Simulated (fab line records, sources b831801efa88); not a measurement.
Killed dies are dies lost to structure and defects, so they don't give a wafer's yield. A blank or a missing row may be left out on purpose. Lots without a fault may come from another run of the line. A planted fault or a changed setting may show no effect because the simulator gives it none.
A struck lot beside a sound one | flow sky130 | 15 steps out of a route of 708
Sound: wafers L412.1, L412.3, L412.6. Struck: wafers L419.2, L419.4, L419.5. The cause comes at the end.
At each step with rows: each side's tool, then ch and its chambers, then its first start. Under that, the readings that differ: sound wafers | struck wafers | difference of the means | sigmas: that difference in standard deviations of wafers without a fault.
alike: readings whose means differ by less than 2 such deviations, and words and numbers that are the same on both sides. not compared: withheld readings, readings that some wafer has no value for, bounds like >300 that may hide the same value, and numbers for which the record gives no deviation and whose values overlap.
The two part at a step that has a row with sigmas, a row that says differs or no value, or rows on one side only. Numbers that don't overlap but have no deviation are shown without sigmas and don't part them. A reading that every wafer of one side lacks parts them only if that side has two wafers or more.

first, 1 step without rows for these wafers: SKY_LDD_HVP_IMPLANT_08.
SKY_LDD_HVP_STRIP_09: strips in O2/N2.
  sound on plasma_asher-04 ch 0, day 22 10:20; struck on plasma_asher-02 ch 0,1, day 24 17:42
  alike: drypump_motor_current_A, oes_product_au, strip_time_to_endpoint_s
  not compared: rf_hours_counter_h
SKY_LDD_HVP_TW_MEAS_10:
  sound on film_metro-03, day 22 10:26; struck on film_metro-04, day 24 17:49
  reading    | sound       | struck      | difference | sigmas
  LDD_HVP_TW | 454 452 451 | 471 469 468 | +17        | +2
then, 7 steps without rows for these wafers: SKY_LDD_LDN_DEHYDRATE_00 (time 60 s); SKY_LDD_LDN_HMDS_01 (prime time 60 s); SKY_LDD_LDN_COAT_02 (resist thk 1140 nm); SKY_LDD_LDN_SOFTBAKE_03 (time 60 s); SKY_LDD_LDN_EXPOSE_04 (exposes mask LDNTM, target cd 700 nm); SKY_LDD_LDN_PEB_05; SKY_LDD_LDN_DEVELOP_06 (develop time 60 s).
SKY_LDD_LDN_OVL_MEAS_07:
  sound on overlay-01, day 23 16:20; struck on overlay-02, day 25 23:33
  alike: LDD_LDN_OVL
then, 1 step without rows for these wafers: SKY_LDD_LDN_IMPLANT_08.
SKY_LDD_LDN_IMPLANT_09:
  sound on implanter-01 ch 0, day 23 16:32; struck on implanter-01 ch 0, day 25 23:45
  reading            | sound                            | struck                        | difference | sigmas
  dose_ions_cm2      | 1.2521e+13 1.2521e+13 1.2506e+13 | 5.168e+12 5.152e+12 5.163e+12 | -7.355e+12 | -99 or more
  faraday_current_uA | 67.3 70.7 70.4                   | 28.6 29.9 29.1                | -40.3      | -29
then, 1 step without rows for these wafers: SKY_LDD_LDN_IMPLANT_10.
SKY_PAD_OPEN_PROBE_99:
  the record has rows for the sound wafers here (prober-02, day 46 09:10) and none for the struck ones

WHERE THEY PART
First at SKY_LDD_HVP_TW_MEAS_10; last, within this record, at SKY_PAD_OPEN_PROBE_99.

WHY: what the simulator had put in
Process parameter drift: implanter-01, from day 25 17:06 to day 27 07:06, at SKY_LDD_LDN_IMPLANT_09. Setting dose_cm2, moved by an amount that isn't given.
